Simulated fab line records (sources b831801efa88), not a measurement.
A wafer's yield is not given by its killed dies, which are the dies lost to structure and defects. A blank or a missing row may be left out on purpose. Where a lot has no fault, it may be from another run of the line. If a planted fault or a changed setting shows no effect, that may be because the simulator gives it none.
fab line records :: flow sky130
record
  lots=14
  wafers=42
  last_day=50
route steps=708 shown VT_ADJUST_HVTP@96 SONOS_TUNNEL@158
lots that met no fault: from a run of the same line without faults
start_h: hours from the record's opening day to when the first of the lot's shown wafers began :: wait_h: how many hours have passed since the lot's step before this one :: " repeats the value in the row above :: L1.1+2: a row that stands for several wafers :: - value missing, or start not given :: * or withheld: withheld :: < > ~ a bound
route shown NAME@n: NAME is a module with steps in the file, n the number in the route of the first one :: usual: mean/standard deviation taken from wafers without a fault :: same: alike in all rows :: chamber/n: place in a boat :: sites: the reading at each site :: _std_site: the values' standard deviation :: _edge_site: mean of outer sites minus mean of inner sites :: radius_mm: how far each site lies from the wafer's centre :: mask NAME#n: copy n :: behind: tool/chamber where the wafer was last shaped :: hold: what put the lot on hold/how long, in hours/how the hold closed :: device: which transistor (n, p or np) failed to switch :: end of line: the tests these same wafers got at the end of their route :: step lacking rows: just its recipe :: killed: count of dies lost to structure and defects at first sort (not the wafer's yield) :: map: dies across one wafer; x = killed, . = not, _ = none there
set.NAME: the setting the step ran with; set.NAME@STEP: the setting that earlier step ran with :: model.NAME: the simulator's own value behind a step, which no gauge read
route steps across a sampled set of lots; one table per step, one row per wafer
services: a tool's chamber out of use, with start hour (start_h, from the record's first day; less than 0 if before it), hours out, and reason
## steps
# step SKY_VT_ADJUST_HVTP_TW_MEAS_11
# usual
  VT_ADJUST_HVTP_TW=1361/17
lot.wafer: L479.2
tool: film_metro-04
chamber: -
start_h: 132.31
wait_h: 0.1
VT_ADJUST_HVTP_TW: 1365

lot.wafer: L479.3
tool: film_metro-04
chamber: -
start_h: 132.31
wait_h: 0.1
VT_ADJUST_HVTP_TW: 1359

lot.wafer: L479.5
tool: film_metro-04
chamber: -
start_h: 132.31
wait_h: 0.1
VT_ADJUST_HVTP_TW: 1357

lot.wafer: L482.1
tool: film_metro-03
chamber: -
start_h: 144.65
wait_h: 0.1
VT_ADJUST_HVTP_TW: 1343

lot.wafer: L482.2
tool: film_metro-03
chamber: -
start_h: 144.65
wait_h: 0.1
VT_ADJUST_HVTP_TW: 1346

lot.wafer: L482.5
tool: film_metro-03
chamber: -
start_h: 144.65
wait_h: 0.1
VT_ADJUST_HVTP_TW: 1342

lot.wafer: L480.2
tool: film_metro-04
chamber: -
start_h: 145.61
wait_h: 0.1
VT_ADJUST_HVTP_TW: 1346

lot.wafer: L480.3
tool: film_metro-04
chamber: -
start_h: 145.61
wait_h: 0.1
VT_ADJUST_HVTP_TW: 1350

lot.wafer: L480.6
tool: film_metro-04
chamber: -
start_h: 145.61
wait_h: 0.1
VT_ADJUST_HVTP_TW: 1352

lot.wafer: L484.1
tool: film_metro-03
chamber: -
start_h: 149.60
wait_h: 0.1
VT_ADJUST_HVTP_TW: 1331

lot.wafer: L484.2
tool: film_metro-03
chamber: -
start_h: 149.60
wait_h: 0.1
VT_ADJUST_HVTP_TW: 1343

lot.wafer: L484.6
tool: film_metro-03
chamber: -
start_h: 149.60
wait_h: 0.1
VT_ADJUST_HVTP_TW: 1334

lot.wafer: L486.2
tool: film_metro-04
chamber: -
start_h: 167.32
wait_h: 0.1
VT_ADJUST_HVTP_TW: 1356

lot.wafer: L486.3
tool: film_metro-04
chamber: -
start_h: 167.32
wait_h: 0.1
VT_ADJUST_HVTP_TW: 1350

lot.wafer: L486.4
tool: film_metro-04
chamber: -
start_h: 167.32
wait_h: 0.1
VT_ADJUST_HVTP_TW: 1361

lot.wafer: L487.1
tool: film_metro-04
chamber: -
start_h: 176.45
wait_h: 0.1
VT_ADJUST_HVTP_TW: 1361

lot.wafer: L487.2
tool: film_metro-04
chamber: -
start_h: 176.45
wait_h: 0.1
VT_ADJUST_HVTP_TW: 1369

lot.wafer: L487.5
tool: film_metro-04
chamber: -
start_h: 176.45
wait_h: 0.1
VT_ADJUST_HVTP_TW: 1365

lot.wafer: L490.2
tool: film_metro-01
chamber: -
start_h: 188.76
wait_h: 0.1
VT_ADJUST_HVTP_TW: 1390

lot.wafer: L490.4
tool: film_metro-01
chamber: -
start_h: 188.76
wait_h: 0.1
VT_ADJUST_HVTP_TW: 1394

lot.wafer: L490.5
tool: film_metro-01
chamber: -
start_h: 188.76
wait_h: 0.1
VT_ADJUST_HVTP_TW: 1381

lot.wafer: L489.2
tool: film_metro-03
chamber: -
start_h: 189.92
wait_h: 0.1
VT_ADJUST_HVTP_TW: 1344

lot.wafer: L489.4
tool: film_metro-03
chamber: -
start_h: 189.92
wait_h: 0.1
VT_ADJUST_HVTP_TW: 1342

lot.wafer: L489.5
tool: film_metro-03
chamber: -
start_h: 189.92
wait_h: 0.1
VT_ADJUST_HVTP_TW: 1346

lot.wafer: L493.1
tool: film_metro-01
chamber: -
start_h: 209.50
wait_h: 0.1
VT_ADJUST_HVTP_TW: 1373

lot.wafer: L493.3
tool: film_metro-01
chamber: -
start_h: 209.50
wait_h: 0.1
VT_ADJUST_HVTP_TW: 1374

lot.wafer: L493.6
tool: film_metro-01
chamber: -
start_h: 209.50
wait_h: 0.1
VT_ADJUST_HVTP_TW: 1373

lot.wafer: L495.1
tool: film_metro-01
chamber: -
start_h: 228.27
wait_h: 0.1
VT_ADJUST_HVTP_TW: 1378

lot.wafer: L495.2
tool: film_metro-01
chamber: -
start_h: 228.27
wait_h: 0.1
VT_ADJUST_HVTP_TW: 1379

lot.wafer: L495.6
tool: film_metro-01
chamber: -
start_h: 228.27
wait_h: 0.1
VT_ADJUST_HVTP_TW: 1383

lot.wafer: L496.1
tool: film_metro-01
chamber: -
start_h: 231.00
wait_h: 0.1
VT_ADJUST_HVTP_TW: 1384

lot.wafer: L496.4
tool: film_metro-01
chamber: -
start_h: 231.00
wait_h: 0.1
VT_ADJUST_HVTP_TW: 1381

lot.wafer: L496.5
tool: film_metro-01
chamber: -
start_h: 231.00
wait_h: 0.1
VT_ADJUST_HVTP_TW: 1383

lot.wafer: L498.1
tool: film_metro-01
chamber: -
start_h: 244.15
wait_h: 0.1
VT_ADJUST_HVTP_TW: 1389

lot.wafer: L498.4
tool: film_metro-01
chamber: -
start_h: 244.15
wait_h: 0.1
VT_ADJUST_HVTP_TW: 1382

lot.wafer: L498.6
tool: film_metro-01
chamber: -
start_h: 244.15
wait_h: 0.1
VT_ADJUST_HVTP_TW: 1379

lot.wafer: L499.1
tool: film_metro-04
chamber: -
start_h: 247.45
wait_h: 0.1
VT_ADJUST_HVTP_TW: 1365

lot.wafer: L499.2
tool: film_metro-04
chamber: -
start_h: 247.45
wait_h: 0.1
VT_ADJUST_HVTP_TW: 1372

lot.wafer: L499.6
tool: film_metro-04
chamber: -
start_h: 247.45
wait_h: 0.1
VT_ADJUST_HVTP_TW: 1357

lot.wafer: L501.1
tool: film_metro-04
chamber: -
start_h: 261.30
wait_h: 0.1
VT_ADJUST_HVTP_TW: 1369

lot.wafer: L501.2
tool: film_metro-04
chamber: -
start_h: 261.30
wait_h: 0.1
VT_ADJUST_HVTP_TW: 1362

lot.wafer: L501.5
tool: film_metro-04
chamber: -
start_h: 261.30
wait_h: 0.1
VT_ADJUST_HVTP_TW: 1361
# step SKY_SONOS_TUNNEL_EXPOSE_04
# recipe
  mask_id=TUNM
  na=0.6
  source_shape=conventional
  sigma_outer=0.6
  polarization=unpolarized
  target_cd_nm=410
  dose_mj=136
# usual
  exposure_dose_mJ_cm2=135.94/0.16
  focus_offset_nm=0.0/0.55
lot.wafer: L479.2
tool: iline_stepper-02
chamber: 0
start_h: 247.66
wait_h: -
mask: TUNM#0
exposure_dose_mJ_cm2: 136.00
focus_offset_nm: 0.3

lot.wafer: L479.3
tool: iline_stepper-02
chamber: 0
start_h: 247.66
wait_h: -
mask: TUNM#0
exposure_dose_mJ_cm2: 136.14
focus_offset_nm: 0.0

lot.wafer: L479.5
tool: iline_stepper-02
chamber: 0
start_h: 247.66
wait_h: -
mask: TUNM#0
exposure_dose_mJ_cm2: 135.86
focus_offset_nm: 0.6

lot.wafer: L482.1
tool: iline_stepper-02
chamber: 0
start_h: 263.37
wait_h: -
mask: TUNM#0
exposure_dose_mJ_cm2: 135.96
focus_offset_nm: 0.3

lot.wafer: L482.2
tool: iline_stepper-02
chamber: 0
start_h: 263.37
wait_h: -
mask: TUNM#0
exposure_dose_mJ_cm2: 135.92
focus_offset_nm: 1.3

lot.wafer: L482.5
tool: iline_stepper-02
chamber: 0
start_h: 263.37
wait_h: -
mask: TUNM#0
exposure_dose_mJ_cm2: 135.78
focus_offset_nm: -0.1

lot.wafer: L480.2
tool: iline_stepper-02
chamber: 0
start_h: 264.48
wait_h: -
mask: TUNM#0
exposure_dose_mJ_cm2: 135.96
focus_offset_nm: -0.3

lot.wafer: L480.3
tool: iline_stepper-02
chamber: 0
start_h: 264.48
wait_h: -
mask: TUNM#0
exposure_dose_mJ_cm2: 135.95
focus_offset_nm: -0.1

lot.wafer: L480.6
tool: iline_stepper-02
chamber: 0
start_h: 264.48
wait_h: -
mask: TUNM#0
exposure_dose_mJ_cm2: 136.08
focus_offset_nm: -0.8

lot.wafer: L484.1
tool: iline_stepper-01
chamber: 0
start_h: 269.32
wait_h: -
mask: TUNM#0
exposure_dose_mJ_cm2: 135.90
focus_offset_nm: -0.2

lot.wafer: L484.2
tool: iline_stepper-01
chamber: 0
start_h: 269.32
wait_h: -
mask: TUNM#0
exposure_dose_mJ_cm2: 135.85
focus_offset_nm: -0.2

lot.wafer: L484.6
tool: iline_stepper-01
chamber: 0
start_h: 269.32
wait_h: -
mask: TUNM#0
exposure_dose_mJ_cm2: 135.68
focus_offset_nm: -0.5

lot.wafer: L486.2
tool: iline_stepper-01
chamber: -
start_h: 293.52
wait_h: -
mask: TUNM#0
exposure_dose_mJ_cm2: -
focus_offset_nm: -

lot.wafer: L486.3
tool: iline_stepper-01
chamber: -
start_h: 293.52
wait_h: -
mask: TUNM#0
exposure_dose_mJ_cm2: -
focus_offset_nm: -

lot.wafer: L486.4
tool: iline_stepper-01
chamber: -
start_h: 293.52
wait_h: -
mask: TUNM#0
exposure_dose_mJ_cm2: -
focus_offset_nm: -

lot.wafer: L487.1
tool: iline_stepper-01
chamber: -
start_h: 300.35
wait_h: -
mask: TUNM#0
exposure_dose_mJ_cm2: -
focus_offset_nm: -

lot.wafer: L487.2
tool: iline_stepper-01
chamber: -
start_h: 300.35
wait_h: -
mask: TUNM#0
exposure_dose_mJ_cm2: -
focus_offset_nm: -

lot.wafer: L487.5
tool: iline_stepper-01
chamber: -
start_h: 300.35
wait_h: -
mask: TUNM#0
exposure_dose_mJ_cm2: -
focus_offset_nm: -

lot.wafer: L490.2
tool: iline_stepper-01
chamber: 0
start_h: 318.23
wait_h: -
mask: TUNM#0
exposure_dose_mJ_cm2: 135.90
focus_offset_nm: -0.1

lot.wafer: L490.4
tool: iline_stepper-01
chamber: 0
start_h: 318.23
wait_h: -
mask: TUNM#0
exposure_dose_mJ_cm2: 136.01
focus_offset_nm: 0.5

lot.wafer: L490.5
tool: iline_stepper-01
chamber: 0
start_h: 318.23
wait_h: -
mask: TUNM#0
exposure_dose_mJ_cm2: 136.08
focus_offset_nm: -0.2

lot.wafer: L489.2
tool: iline_stepper-01
chamber: 0
start_h: 319.87
wait_h: -
mask: TUNM#0
exposure_dose_mJ_cm2: 135.57
focus_offset_nm: 0.2

lot.wafer: L489.4
tool: iline_stepper-01
chamber: 0
start_h: 319.87
wait_h: -
mask: TUNM#0
exposure_dose_mJ_cm2: 135.76
focus_offset_nm: 0.4

lot.wafer: L489.5
tool: iline_stepper-01
chamber: 0
start_h: 319.87
wait_h: -
mask: TUNM#0
exposure_dose_mJ_cm2: 135.75
focus_offset_nm: 0.4

lot.wafer: L493.1
tool: iline_stepper-01
chamber: 0
start_h: 344.32
wait_h: -
mask: TUNM#0
exposure_dose_mJ_cm2: 135.80
focus_offset_nm: -0.4

lot.wafer: L493.3
tool: iline_stepper-01
chamber: 0
start_h: 344.32
wait_h: -
mask: TUNM#0
exposure_dose_mJ_cm2: 135.80
focus_offset_nm: -0.3

lot.wafer: L493.6
tool: iline_stepper-01
chamber: 0
start_h: 344.32
wait_h: -
mask: TUNM#0
exposure_dose_mJ_cm2: 135.95
focus_offset_nm: -0.9

lot.wafer: L495.1
tool: iline_stepper-01
chamber: 0
start_h: 368.63
wait_h: -
mask: TUNM#0
exposure_dose_mJ_cm2: 136.00
focus_offset_nm: 0.4

lot.wafer: L495.2
tool: iline_stepper-01
chamber: 0
start_h: 368.63
wait_h: -
mask: TUNM#0
exposure_dose_mJ_cm2: 136.03
focus_offset_nm: 0.1

lot.wafer: L495.6
tool: iline_stepper-01
chamber: 0
start_h: 368.63
wait_h: -
mask: TUNM#0
exposure_dose_mJ_cm2: 136.11
focus_offset_nm: -0.9

lot.wafer: L496.1
tool: iline_stepper-01
chamber: 0
start_h: 370.54
wait_h: -
mask: TUNM#0
exposure_dose_mJ_cm2: 136.00
focus_offset_nm: -0.2

lot.wafer: L496.4
tool: iline_stepper-01
chamber: 0
start_h: 370.54
wait_h: -
mask: TUNM#0
exposure_dose_mJ_cm2: 136.06
focus_offset_nm: 0.3

lot.wafer: L496.5
tool: iline_stepper-01
chamber: 0
start_h: 370.54
wait_h: -
mask: TUNM#0
exposure_dose_mJ_cm2: 135.73
focus_offset_nm: 0.3

lot.wafer: L498.1
tool: iline_stepper-01
chamber: 0
start_h: 387.89
wait_h: -
mask: TUNM#0
exposure_dose_mJ_cm2: 135.91
focus_offset_nm: 0.6

lot.wafer: L498.4
tool: iline_stepper-01
chamber: 0
start_h: 387.89
wait_h: -
mask: TUNM#0
exposure_dose_mJ_cm2: 136.08
focus_offset_nm: -0.3

lot.wafer: L498.6
tool: iline_stepper-01
chamber: 0
start_h: 387.89
wait_h: -
mask: TUNM#0
exposure_dose_mJ_cm2: 135.79
focus_offset_nm: 0.8

lot.wafer: L499.1
tool: iline_stepper-01
chamber: 0
start_h: 391.69
wait_h: -
mask: TUNM#0
exposure_dose_mJ_cm2: 135.93
focus_offset_nm: 0.3

lot.wafer: L499.2
tool: iline_stepper-01
chamber: 0
start_h: 391.69
wait_h: -
mask: TUNM#0
exposure_dose_mJ_cm2: 135.93
focus_offset_nm: 0.4

lot.wafer: L499.6
tool: iline_stepper-01
chamber: 0
start_h: 391.69
wait_h: -
mask: TUNM#0
exposure_dose_mJ_cm2: 135.79
focus_offset_nm: 0.4

lot.wafer: L501.1
tool: iline_stepper-02
chamber: 0
start_h: 406.94
wait_h: -
mask: TUNM#0
exposure_dose_mJ_cm2: 136.11
focus_offset_nm: 0.5

lot.wafer: L501.2
tool: iline_stepper-02
chamber: 0
start_h: 406.94
wait_h: -
mask: TUNM#0
exposure_dose_mJ_cm2: 136.15
focus_offset_nm: -0.3

lot.wafer: L501.5
tool: iline_stepper-02
chamber: 0
start_h: 406.94
wait_h: -
mask: TUNM#0
exposure_dose_mJ_cm2: 136.06
focus_offset_nm: 0.0
# step SKY_SONOS_TUNNEL_OVL_MEAS_08
# usual
  SONOS_TUNNEL_OVL=0.6/1.3
lot.wafer: L479.2
tool: overlay-01
chamber: -
start_h: 259.52
wait_h: 0.1
SONOS_TUNNEL_OVL[nm]: 2.3

lot.wafer: L479.3
tool: overlay-01
chamber: -
start_h: 259.52
wait_h: 0.1
SONOS_TUNNEL_OVL[nm]: -1.2

lot.wafer: L479.5
tool: overlay-01
chamber: -
start_h: 259.52
wait_h: 0.1
SONOS_TUNNEL_OVL[nm]: 2.0

lot.wafer: L482.1
tool: overlay-02
chamber: -
start_h: 275.37
wait_h: 0.1
SONOS_TUNNEL_OVL[nm]: 1.0

lot.wafer: L482.2
tool: overlay-02
chamber: -
start_h: 275.37
wait_h: 0.1
SONOS_TUNNEL_OVL[nm]: 2.5

lot.wafer: L482.5
tool: overlay-02
chamber: -
start_h: 275.37
wait_h: 0.1
SONOS_TUNNEL_OVL[nm]: 0.5

lot.wafer: L480.2
tool: overlay-01
chamber: -
start_h: 277.32
wait_h: 0.1
SONOS_TUNNEL_OVL[nm]: -0.5

lot.wafer: L480.3
tool: overlay-01
chamber: -
start_h: 277.32
wait_h: 0.1
SONOS_TUNNEL_OVL[nm]: 0.2

lot.wafer: L480.6
tool: overlay-01
chamber: -
start_h: 277.32
wait_h: 0.1
SONOS_TUNNEL_OVL[nm]: -0.6

lot.wafer: L484.1
tool: overlay-01
chamber: -
start_h: 281.62
wait_h: 0.1
SONOS_TUNNEL_OVL[nm]: -0.6

lot.wafer: L484.2
tool: overlay-01
chamber: -
start_h: 281.62
wait_h: 0.1
SONOS_TUNNEL_OVL[nm]: 1.0

lot.wafer: L484.6
tool: overlay-01
chamber: -
start_h: 281.62
wait_h: 0.1
SONOS_TUNNEL_OVL[nm]: 0.4

lot.wafer: L486.2
tool: overlay-02
chamber: -
start_h: 306.63
wait_h: 0.1
SONOS_TUNNEL_OVL[nm]: -

lot.wafer: L486.3
tool: overlay-02
chamber: -
start_h: 306.63
wait_h: 0.1
SONOS_TUNNEL_OVL[nm]: -

lot.wafer: L486.4
tool: overlay-02
chamber: -
start_h: 306.63
wait_h: 0.1
SONOS_TUNNEL_OVL[nm]: -

lot.wafer: L487.1
tool: overlay-01
chamber: -
start_h: 312.94
wait_h: 0.1
SONOS_TUNNEL_OVL[nm]: -

lot.wafer: L487.2
tool: overlay-01
chamber: -
start_h: 312.94
wait_h: 0.1
SONOS_TUNNEL_OVL[nm]: -

lot.wafer: L487.5
tool: overlay-01
chamber: -
start_h: 312.94
wait_h: 0.1
SONOS_TUNNEL_OVL[nm]: -

lot.wafer: L490.2
tool: overlay-01
chamber: -
start_h: 331.77
wait_h: 0.1
SONOS_TUNNEL_OVL[nm]: 1.4

lot.wafer: L490.4
tool: overlay-01
chamber: -
start_h: 331.77
wait_h: 0.1
SONOS_TUNNEL_OVL[nm]: 0.5

lot.wafer: L490.5
tool: overlay-01
chamber: -
start_h: 331.77
wait_h: 0.1
SONOS_TUNNEL_OVL[nm]: 1.4

lot.wafer: L489.2
tool: overlay-01
chamber: -
start_h: 333.32
wait_h: 0.1
SONOS_TUNNEL_OVL[nm]: 2.7

lot.wafer: L489.4
tool: overlay-01
chamber: -
start_h: 333.32
wait_h: 0.1
SONOS_TUNNEL_OVL[nm]: 1.4

lot.wafer: L489.5
tool: overlay-01
chamber: -
start_h: 333.32
wait_h: 0.1
SONOS_TUNNEL_OVL[nm]: 1.7

lot.wafer: L493.1
tool: overlay-02
chamber: -
start_h: 356.82
wait_h: 0.1
SONOS_TUNNEL_OVL[nm]: 0.1

lot.wafer: L493.3
tool: overlay-02
chamber: -
start_h: 356.82
wait_h: 0.1
SONOS_TUNNEL_OVL[nm]: 0.4

lot.wafer: L493.6
tool: overlay-02
chamber: -
start_h: 356.82
wait_h: 0.1
SONOS_TUNNEL_OVL[nm]: 0.0

lot.wafer: L495.1
tool: overlay-01
chamber: -
start_h: 381.52
wait_h: 0.1
SONOS_TUNNEL_OVL[nm]: -0.5

lot.wafer: L495.2
tool: overlay-01
chamber: -
start_h: 381.52
wait_h: 0.1
SONOS_TUNNEL_OVL[nm]: 0.0

lot.wafer: L495.6
tool: overlay-01
chamber: -
start_h: 381.52
wait_h: 0.1
SONOS_TUNNEL_OVL[nm]: 2.2

lot.wafer: L496.1
tool: overlay-01
chamber: -
start_h: 384.27
wait_h: 0.1
SONOS_TUNNEL_OVL[nm]: 2.0

lot.wafer: L496.4
tool: overlay-01
chamber: -
start_h: 384.27
wait_h: 0.1
SONOS_TUNNEL_OVL[nm]: 3.0

lot.wafer: L496.5
tool: overlay-01
chamber: -
start_h: 384.27
wait_h: 0.1
SONOS_TUNNEL_OVL[nm]: 2.2

lot.wafer: L498.1
tool: overlay-01
chamber: -
start_h: 402.77
wait_h: 0.1
SONOS_TUNNEL_OVL[nm]: 0.7

lot.wafer: L498.4
tool: overlay-01
chamber: -
start_h: 402.77
wait_h: 0.1
SONOS_TUNNEL_OVL[nm]: 1.7

lot.wafer: L498.6
tool: overlay-01
chamber: -
start_h: 402.77
wait_h: 0.1
SONOS_TUNNEL_OVL[nm]: -0.7

lot.wafer: L499.1
tool: overlay-01
chamber: -
start_h: 406.46
wait_h: 0.1
SONOS_TUNNEL_OVL[nm]: 1.0

lot.wafer: L499.2
tool: overlay-01
chamber: -
start_h: 406.46
wait_h: 0.1
SONOS_TUNNEL_OVL[nm]: 1.3

lot.wafer: L499.6
tool: overlay-01
chamber: -
start_h: 406.46
wait_h: 0.1
SONOS_TUNNEL_OVL[nm]: 1.1

lot.wafer: L501.1
tool: overlay-02
chamber: -
start_h: 421.27
wait_h: 0.1
SONOS_TUNNEL_OVL[nm]: -0.6

lot.wafer: L501.2
tool: overlay-02
chamber: -
start_h: 421.27
wait_h: 0.1
SONOS_TUNNEL_OVL[nm]: -0.3

lot.wafer: L501.5
tool: overlay-02
chamber: -
start_h: 421.27
wait_h: 0.1
SONOS_TUNNEL_OVL[nm]: 1.4
# step SKY_SONOS_TUNNEL_TW_MEAS_12
# usual
  SONOS_TUNNEL_TW=195.7/2.9
lot.wafer: L479.2
tool: film_metro-01
chamber: -
start_h: 259.97
wait_h: 0.0
SONOS_TUNNEL_TW: 201.0

lot.wafer: L479.3
tool: film_metro-01
chamber: -
start_h: 259.97
wait_h: 0.0
SONOS_TUNNEL_TW: 201.1

lot.wafer: L479.5
tool: film_metro-01
chamber: -
start_h: 259.97
wait_h: 0.0
SONOS_TUNNEL_TW: 199.6

lot.wafer: L482.1
tool: film_metro-02
chamber: -
start_h: 275.92
wait_h: 0.0
SONOS_TUNNEL_TW: 192.9

lot.wafer: L482.2
tool: film_metro-02
chamber: -
start_h: 275.92
wait_h: 0.0
SONOS_TUNNEL_TW: 193.7

lot.wafer: L482.5
tool: film_metro-02
chamber: -
start_h: 275.92
wait_h: 0.0
SONOS_TUNNEL_TW: 194.9

lot.wafer: L480.2
tool: film_metro-02
chamber: -
start_h: 277.95
wait_h: 0.0
SONOS_TUNNEL_TW: 194.3

lot.wafer: L480.3
tool: film_metro-02
chamber: -
start_h: 277.95
wait_h: 0.0
SONOS_TUNNEL_TW: 193.7

lot.wafer: L480.6
tool: film_metro-02
chamber: -
start_h: 277.95
wait_h: 0.0
SONOS_TUNNEL_TW: 195.0

lot.wafer: L484.1
tool: film_metro-01
chamber: -
start_h: 282.15
wait_h: 0.0
SONOS_TUNNEL_TW: 202.3

lot.wafer: L484.2
tool: film_metro-01
chamber: -
start_h: 282.15
wait_h: 0.0
SONOS_TUNNEL_TW: 201.9

lot.wafer: L484.6
tool: film_metro-01
chamber: -
start_h: 282.15
wait_h: 0.0
SONOS_TUNNEL_TW: 202.0

lot.wafer: L486.2
tool: film_metro-02
chamber: -
start_h: 307.08
wait_h: 0.0
SONOS_TUNNEL_TW: 194.1

lot.wafer: L486.3
tool: film_metro-02
chamber: -
start_h: 307.08
wait_h: 0.0
SONOS_TUNNEL_TW: 194.7

lot.wafer: L486.4
tool: film_metro-02
chamber: -
start_h: 307.08
wait_h: 0.0
SONOS_TUNNEL_TW: 194.7

lot.wafer: L487.1
tool: film_metro-03
chamber: -
start_h: 313.39
wait_h: 0.0
SONOS_TUNNEL_TW: 195.9

lot.wafer: L487.2
tool: film_metro-03
chamber: -
start_h: 313.39
wait_h: 0.0
SONOS_TUNNEL_TW: 195.4

lot.wafer: L487.5
tool: film_metro-03
chamber: -
start_h: 313.39
wait_h: 0.0
SONOS_TUNNEL_TW: 194.8

lot.wafer: L490.2
tool: film_metro-03
chamber: -
start_h: 332.24
wait_h: 0.0
SONOS_TUNNEL_TW: 195.4

lot.wafer: L490.4
tool: film_metro-03
chamber: -
start_h: 332.24
wait_h: 0.0
SONOS_TUNNEL_TW: 195.2

lot.wafer: L490.5
tool: film_metro-03
chamber: -
start_h: 332.24
wait_h: 0.0
SONOS_TUNNEL_TW: 195.5

lot.wafer: L489.2
tool: film_metro-02
chamber: -
start_h: 333.77
wait_h: 0.0
SONOS_TUNNEL_TW: 195.9

lot.wafer: L489.4
tool: film_metro-02
chamber: -
start_h: 333.77
wait_h: 0.0
SONOS_TUNNEL_TW: 194.1

lot.wafer: L489.5
tool: film_metro-02
chamber: -
start_h: 333.77
wait_h: 0.0
SONOS_TUNNEL_TW: 193.8

lot.wafer: L493.1
tool: film_metro-03
chamber: -
start_h: 357.27
wait_h: 0.0
SONOS_TUNNEL_TW: 193.9

lot.wafer: L493.3
tool: film_metro-03
chamber: -
start_h: 357.27
wait_h: 0.0
SONOS_TUNNEL_TW: 193.4

lot.wafer: L493.6
tool: film_metro-03
chamber: -
start_h: 357.27
wait_h: 0.0
SONOS_TUNNEL_TW: 193.1

lot.wafer: L495.1
tool: film_metro-02
chamber: -
start_h: 381.99
wait_h: 0.0
SONOS_TUNNEL_TW: 192.4

lot.wafer: L495.2
tool: film_metro-02
chamber: -
start_h: 381.99
wait_h: 0.0
SONOS_TUNNEL_TW: 193.4

lot.wafer: L495.6
tool: film_metro-02
chamber: -
start_h: 381.99
wait_h: 0.0
SONOS_TUNNEL_TW: 193.7

lot.wafer: L496.1
tool: film_metro-01
chamber: -
start_h: 384.71
wait_h: 0.0
SONOS_TUNNEL_TW: 201.6

lot.wafer: L496.4
tool: film_metro-01
chamber: -
start_h: 384.71
wait_h: 0.0
SONOS_TUNNEL_TW: 200.4

lot.wafer: L496.5
tool: film_metro-01
chamber: -
start_h: 384.71
wait_h: 0.0
SONOS_TUNNEL_TW: 201.2

lot.wafer: L498.1
tool: film_metro-02
chamber: -
start_h: 403.23
wait_h: 0.0
SONOS_TUNNEL_TW: 192.6

lot.wafer: L498.4
tool: film_metro-02
chamber: -
start_h: 403.23
wait_h: 0.0
SONOS_TUNNEL_TW: 193.7

lot.wafer: L498.6
tool: film_metro-02
chamber: -
start_h: 403.23
wait_h: 0.0
SONOS_TUNNEL_TW: 193.1

lot.wafer: L499.1
tool: film_metro-03
chamber: -
start_h: 406.91
wait_h: 0.0
SONOS_TUNNEL_TW: 194.9

lot.wafer: L499.2
tool: film_metro-03
chamber: -
start_h: 406.91
wait_h: 0.0
SONOS_TUNNEL_TW: 194.2

lot.wafer: L499.6
tool: film_metro-03
chamber: -
start_h: 406.91
wait_h: 0.0
SONOS_TUNNEL_TW: 194.2

lot.wafer: L501.1
tool: film_metro-03
chamber: -
start_h: 421.72
wait_h: 0.0
SONOS_TUNNEL_TW: 194.8

lot.wafer: L501.2
tool: film_metro-03
chamber: -
start_h: 421.72
wait_h: 0.0
SONOS_TUNNEL_TW: 194.0

lot.wafer: L501.5
tool: film_metro-03
chamber: -
start_h: 421.72
wait_h: 0.0
SONOS_TUNNEL_TW: 195.9
## services
tool: iline_stepper-01
chamber: -
start_h: 244.75
hours: 1.7
kind: pm

tool: iline_stepper-01
chamber: -
start_h: 256.42
hours: 8.9
kind: pm

tool: iline_stepper-02
chamber: -
start_h: 261.43
hours: 1.9
kind: repair

tool: iline_stepper-01
chamber: 0
start_h: 264.53
hours: -
kind: calibration

tool: iline_stepper-02
chamber: -
start_h: 308.89
hours: 4.0
kind: repair

tool: iline_stepper-02
chamber: -
start_h: 310.06
hours: 12.2
kind: repair
## key
first_sign
  step=SKY_SONOS_TUNNEL_EXPOSE_04
  reading=tool_record
  direction=missing
effect none on later readings
met_at SKY_SONOS_TUNNEL_EXPOSE_04
struck_lots L486,L487
later_rows_left_out L486.2,L486.3,L486.4,L487.1,L487.2,L487.5
sort_left_out L486.2,L486.3,L486.4,L487.1,L487.2,L487.5
tester_left_out L486,L487
not_acting_at SKY_VT_ADJUST_HVTP_TW_MEAS_11,SKY_SONOS_TUNNEL_OVL_MEAS_08,SKY_SONOS_TUNNEL_TW_MEAS_12
onset_between 269.32 293.52
fault
  kind=skipped_step_whole
  tool=iline_stepper-01
  chamber=-
  onset_h=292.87
  steps=SKY_SONOS_TUNNEL_EXPOSE_04
  scope=struck_lots_only
# tester_left_out: of these lots the tester's yield and bins aren't shown, on N5 and GAA mostly nor the transistor test; their killed dies are dies lost to structure and defects alone, not to doping, threshold or leakage, so they don't give the yield
# sort_left_out: the simulated sort isn't trusted on such a fault, so these wafers' sort isn't shown, and their yield isn't known
# later_rows_left_out: the simulator's readings of these wafers behind a module that went badly wrong aren't trusted and aren't shown, but for the sort
